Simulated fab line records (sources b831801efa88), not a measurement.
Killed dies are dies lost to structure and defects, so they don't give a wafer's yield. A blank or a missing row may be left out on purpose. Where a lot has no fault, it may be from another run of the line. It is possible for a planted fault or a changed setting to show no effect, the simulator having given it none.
Struck lot and sound lot, side by side ; flow sky130 ; 43 out of 708 route steps
Sound: these wafers, L845.2, L845.4, L845.6. Struck: wafers L851.4, L851.5, L851.6. The cause is named last.
At each step with rows: each side's tool, then ch and its chambers, then its first start. Under that, the readings that differ: sound wafers ; struck wafers ; difference of the means ; sigmas: that difference in standard deviations of wafers without a fault.
alike: same words and numbers on both sides, and readings whose means sit less than 2 such deviations apart. not compared: any withheld reading, any reading some wafer has no value for, any bound like >300 that may hide the same value, and any number with overlapping values for which the record gives no deviation.
Wherever a step has rows on one side only, a row that says differs or no value, or a row with sigmas, the two part there. Numbers that have no deviation but don't overlap get no sigmas and don't part them. A reading missing from all wafers of one side parts the sides only when that side holds two or more wafers.

first, 6 steps without rows for these wafers: SKY_POLY_GATE_COAT_07 (resist thk 110 nm); SKY_POLY_GATE_COAT_08 (resist thk 450 nm); SKY_POLY_GATE_SOFTBAKE_09 (time 90 s); SKY_POLY_GATE_EXPOSE_10 (exposes mask P1M, target cd 150 nm); SKY_POLY_GATE_PEB_11; SKY_POLY_GATE_DEVELOP_12 (develop time 60 s).
SKY_POLY_GATE_CD_MEAS_13: the cd target is 150 nm.
  struck on cd sem-02, day 20 14:07; sound on cd sem-02, day 18 23:17
  alike: cd nm
SKY_POLY_GATE_OVL_MEAS_14:
  struck on overlay-01, day 20 14:11; sound on overlay-02, day 18 23:24
  alike: POLY_GATE_OVL
SKY_POLY_GATE_ETCH_15: etches BARC in N2/H2, stops on SiO2, time 118.5 s, target depth 110 nm.
  sound on rie diel-04 ch 1,2, day 18 23:26; struck on rie diel-04 ch 0,1,2, day 20 14:15
  alike: chamber pressure mTorr, drypump motor current A, oes product au, throttle valve pct
  not compared: rf hours counter h
SKY_POLY_GATE_ETCH_16: etches Si3N4 in CH3F/O2, stops on poly-Si, time 147.5 s, target depth 75 nm.
  sound on rie diel-04 ch 1,2, day 18 23:31; struck on rie diel-04 ch 0,1,2, day 20 14:20
  alike: ch3f flow sccm, chamber pressure mTorr, drypump motor current A, oes product au, throttle valve pct
  not compared: rf hours counter h
SKY_POLY_GATE_ETCH_17: etches poly-Si in HBr/Cl2, stops on SiO2, target depth 180 nm, time 70.5 s.
  sound on rie si-01 ch 0,1,3, day 18 23:37; struck on rie si-02 ch 0,1,3, day 20 14:25
  alike: chamber pressure mTorr, drypump motor current A, oes product au, throttle valve pct
  not compared: rf hours counter h
SKY_POLY_GATE_STRIP_18: strips in O2/N2.
  sound on plasma asher-04 ch 0, day 18 23:40; struck on plasma asher-03 ch 0,1, day 20 14:29
  alike: chamber pressure mTorr, drypump motor current A, oes product au, strip time to endpoint s
  not compared: rf hours counter h
SKY_POLY_GATE_CLEAN_19: cleans in SC1/SC2, time 150 s.
  sound on wet bench-01 ch 0, day 18 23:46; struck on wet bench-03 ch 0, day 20 14:32
then, 1 step without rows for these wafers: SKY_POLY_GATE_OXIDATION_20 (stabilise 600 s, purge 300 s, target thk 4 nm).
SKY_POLY_GATE_THK_MEAS_21:
  struck on film metro-01, day 20 17:05; sound on film metro-01, day 19 01:05
  alike: POLY_GATE_OXIDATION_THK
SKY_POLY_GATE_CD_MEAS_22:
  struck on cd sem-01, day 20 17:11; sound on cd sem-02, day 19 01:10
  alike: cd nm
then, 7 steps without rows for these wafers: SKY_LDD_N_DEHYDRATE_00 (time 60 s); SKY_LDD_N_HMDS_01 (prime time 60 s); SKY_LDD_N_COAT_02 (resist thk 306 nm); SKY_LDD_N_SOFTBAKE_03 (time 60 s); SKY_LDD_N_EXPOSE_04 (exposes mask NTM, target cd 840 nm); SKY_LDD_N_PEB_05; SKY_LDD_N_DEVELOP_06 (develop time 60 s).
SKY_LDD_N_OVL_MEAS_07:
  struck on overlay-02, day 22 00:05; sound on overlay-02, day 20 08:31
  alike: LDD_N_OVL
then, 8 steps without rows for these wafers: SKY_LDD_N_IMPLANT_08; SKY_LDD_N_IMPLANT_09; SKY_LDD_N_IMPLANT_10; SKY_LDD_N_IMPLANT_11; SKY_LDD_N_IMPLANT_12; SKY_LDD_N_IMPLANT_13; SKY_LDD_N_IMPLANT_14; SKY_LDD_N_IMPLANT_15.
SKY_LDD_N_STRIP_16: strips in O2/N2.
  sound on plasma asher-01 ch 0,1, day 20 09:45; struck on plasma asher-03 ch 0,1, day 22 01:20
  alike: chamber pressure mTorr, drypump motor current A, oes product au, strip time to endpoint s
  not compared: rf hours counter h
SKY_LDD_N_TW_MEAS_17:
  struck on film metro-03, day 22 01:25; sound on film metro-04, day 20 09:52
  alike: LDD_N_TW
then, 7 steps without rows for these wafers: SKY_LDD_P_DEHYDRATE_00 (time 60 s); SKY_LDD_P_HMDS_01 (prime time 60 s); SKY_LDD_P_COAT_02 (resist thk 1140 nm); SKY_LDD_P_SOFTBAKE_03 (time 60 s); SKY_LDD_P_EXPOSE_04 (exposes mask PSDM, target cd 380 nm); SKY_LDD_P_PEB_05; SKY_LDD_P_DEVELOP_06 (develop time 60 s).
SKY_LDD_P_CD_MEAS_07: the cd target is 380 nm.
  struck on cd sem-02, day 23 07:55; sound on cd sem-01, day 21 16:08
  alike: cd nm
-- here the record skips 25 days between the struck wafers' starts before and after, leaving off in module LDD_P and picking up in module PAD_OPEN (first step shown: number 708 of the route) --
SKY_PAD_OPEN_PROBE_99:
  struck on prober-02, day 48 15:59; sound on prober-02, day 47 14:50
reading;sound;struck;difference;sigmas
model.etest.diode nwell sub.leak log10 a cm2;-7.517 -7.171 -7.405;-6.406 -6.44 -6.168;+1.026;
model.etest.diode dnwell sub.leak log10 a cm2;-7.688 -7.075 -7.517;-6.604 -6.414 -6.399;+0.954;
model.etest.diode pwell dnwell.leak log10 a cm2;-7.416 -7.458 -7.671;-6.67 -6.535 -6.84;+0.83;
model.etest.diode ndiff pwell hv.leak log10 a cm2;-7.13 -6.706 -6.631;-6.307 -6.399 -6.149;+0.537;
model.etest.diode pdiff nwell hv.leak log10 a cm2;-6.779 -6.604 -6.832;-6.107 -5.907 -5.897;+0.768;
model.etest.diode ndiff pwell.leak log10 a cm2;-7.349 -7.511 -7.573;-6.994 -6.946 -6.791;+0.567;
model.etest.diode pdiff nwell.leak log10 a cm2;-7.304 -7.416 -7.394;-6.906 -6.784 -6.723;+0.567;
model.etest.nfet_16v.off log10 a um;-13.89 -13.78 -13.69;-13.54 -13.59 -13.5;+0.24;
  alike: killed_at_M0_to_M3, killed_at_M4_up, killed at contacts, killed at front end, killed at other, killed dies, killed open, killed short

== WHERE THEY PART ==
Nowhere in this record.

WHY: the cause the simulator had injected
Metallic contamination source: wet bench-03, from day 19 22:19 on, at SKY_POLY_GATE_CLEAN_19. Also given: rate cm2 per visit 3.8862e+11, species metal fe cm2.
